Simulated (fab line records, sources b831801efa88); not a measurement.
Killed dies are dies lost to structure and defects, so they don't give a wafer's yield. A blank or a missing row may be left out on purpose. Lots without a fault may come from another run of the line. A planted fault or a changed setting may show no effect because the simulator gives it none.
Problem report in the 8D (eight disciplines) form, filled by code | flow gf180mcu | the parts of the form that need people (team, actions taken, sign-off) are left out

1. THE PROBLEM
cd_nm at GF_M4_CD_MEAS_14 reads a mean of 309.1 nm on 6 wafers of 2 lots; wafers without a fault read 279.9 nm with a standard deviation of 1. That is +29 standard deviations from the usual mean.
The step: target cd 280 nm.
First seen on wafer L697.2, day 29 22:01, on cd_sem-02. The record holds 42 wafers of 14 lots with a number at this step. Rule for "out", or "out of limits": more than 4 standard deviations from the usual mean. The other wafers with a number count as sound.

2. WHAT IT IS AND WHAT IT IS NOT
question                    | is                     | is not
which readings at this step | cd_nm                  | -
which lots                  | L697, L698             | L677, L678, L679, L682, L683, L684, L685, L688, L691, L692, L693, L700
which wafers of those lots  | all that have a number | -
read on which gauges        | cd_sem-02              | cd_sem-01
when                        | from day 29 22:01      | up to then (33 sound wafers); but 3 sound wafers of L700 came after

3. SUSPECTS, AND WHAT RULES EACH OUT
Counting: a tool at a process step up to the reading stays a suspect if it ran every lot that is out and no sound lot after the first of them.
- the gauge at GF_M4_CD_MEAS_14: ruled out. All the wafers that are out were read on cd_sem-02, but those of them that GF_M4_PEB_12 has rows for are out there too, on other tools.
- rie_diel-04 at GF_V3_ETCH_16 (etches BARC in N2/H2): ruled out as a lasting fault. Sound lots L700 ran on it after its first lot that is out, L697 (day 29 02:06).
- cmp-01 at GF_V3_CMP_26 (polishes, stops on SiO2, t overpolish 15 s, target thk 0 nm): kept. It ran every lot that is out, first L697 (day 29 03:14), and no sound lot after that; its last sound lot up to then is L691 (day 27 16:25).
- litho_track-01 at GF_M4_PEB_12 (peb time 90 s): kept. It ran every lot that is out, first L697 (day 29 21:41), and no sound lot after that; its last sound lot up to then is L688 (day 27 03:56). Its own readings are out on those wafers: heater_power_total_W.
Left after counting: cmp-01 at GF_V3_CMP_26, litho_track-01 at GF_M4_PEB_12.

4. THE CAUSE (what the simulator had put in)
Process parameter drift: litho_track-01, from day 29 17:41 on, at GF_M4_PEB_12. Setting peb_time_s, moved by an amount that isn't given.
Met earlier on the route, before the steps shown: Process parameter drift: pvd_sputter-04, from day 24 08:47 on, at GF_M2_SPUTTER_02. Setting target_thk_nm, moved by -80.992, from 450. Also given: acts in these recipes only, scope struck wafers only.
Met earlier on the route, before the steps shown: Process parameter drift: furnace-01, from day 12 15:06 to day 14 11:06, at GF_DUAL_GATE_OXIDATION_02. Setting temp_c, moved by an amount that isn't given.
Counting left 2 suspects, and this tool is among them.

5. THE CHAIN OF EFFECTS, in route order
Each row: a reading whose mean over the struck wafers that have a number lies more than 3 standard deviations from the usual. Only readings for which the record gives a usual standard deviation are gone through. hours: the time from each lot's start at the first step in this table that gives one to its start at this step, as a median over the lots. sigmas: the change in usual standard deviations.
hours | step             | reading              | usual    | on struck wafers | change | sigmas
0     | GF_M4_PEB_12     | heater_power_total_W | 85.70 W  | 114.35           | +28.65 | +99 or more
0     | GF_M4_CD_MEAS_14 | cd_nm                | 279.9 nm | 309.1            | +29.2  | +29
The process steps in it:
- GF_M4_PEB_12: peb time 90 s.
Later measuring or inspecting steps at which every struck wafer that the step has a row for has a number for every such reading, and none has moved that far: GF_V4_THK_MEAS_01.

6. WHAT WOULD HAVE CAUGHT IT SOONER
In this record the first reading out of limits at a measuring or inspecting step was taken at day 29 22:01, 4 hours after the fault began at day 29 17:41.
The tool's own readings at GF_M4_PEB_12 were out on every struck wafer that the step has a row for (heater_power_total_W): an alarm limit on them would have fired on the first of those.
Of the lots that are out (2), L698 began GF_M4_PEB_12 on litho_track-01 after day 29 22:01. A hold on the tool at that time would have spared it.
